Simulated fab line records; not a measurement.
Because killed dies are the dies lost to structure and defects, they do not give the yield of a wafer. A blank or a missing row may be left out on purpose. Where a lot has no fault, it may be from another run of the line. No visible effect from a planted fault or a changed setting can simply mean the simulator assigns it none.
Matching of chambers -- flow gf180mcu -- 3 sister chambers for GF_MIM_CVD_05 on pecvd-04
The step deposits Si3N4, target thk 42 nm, time 29.086 s. 16 wafers are shown with their chamber, then 8 later ones without.

## EACH WAFER AND ITS CHAMBER
wafer,chamber,heater_power_w (W)
L076.1,0,427
L076.2,1,711
L076.5,1,709
L077.1,0,488
L077.4,0,474
L077.6,1,694
L083.2,0,462
L083.3,1,678
L083.4,0,468
L086.3,0,434
L086.4,1,714
L086.5,2,764
L089.1,1,619
L089.5,0,468
L089.6,1,619
L090.1,1,623

SIGNATURES (means of the wafers above)
reading,chamber 0,chamber 1,chamber 2,scatter within a chamber
heater_power_w,460.14,670.88,764.00,35.1
Rule: a wafer lies at a distance from a chamber equal to the root of the sum of squares, over the readings, of (its reading less the chamber's mean, divided by the reading's scatter). If the next closest chamber is less than 2 further off than the closest, the wafer can't be placed; otherwise it belongs to the closest. How the scatter is found: for the shown wafers, subtract from each reading the mean of its chamber, square and add these, divide the total by (wafers less chambers), then take the root.

## WAFERS MISSING THEIR CHAMBER
wafer,heater_power_w (W)
L090.2,455
L090.3,461
L090.4,623
L090.5,470
L090.6,645
L094.2,686
L094.4,417
L094.5,772

## EACH ONE'S CHAMBER
wafer,from the rows above,in truth
L090.2,0,0
L090.3,0,0
L090.4,1,1
L090.5,0,0
L090.6,1,1
L094.2,can't be placed: 1 or 2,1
L094.4,0,0
L094.5,2,2
Correctly placed: 7 of 8. These rows do not allow placing 1 (true chamber among the candidates in 1). Wrongly placed: 0.
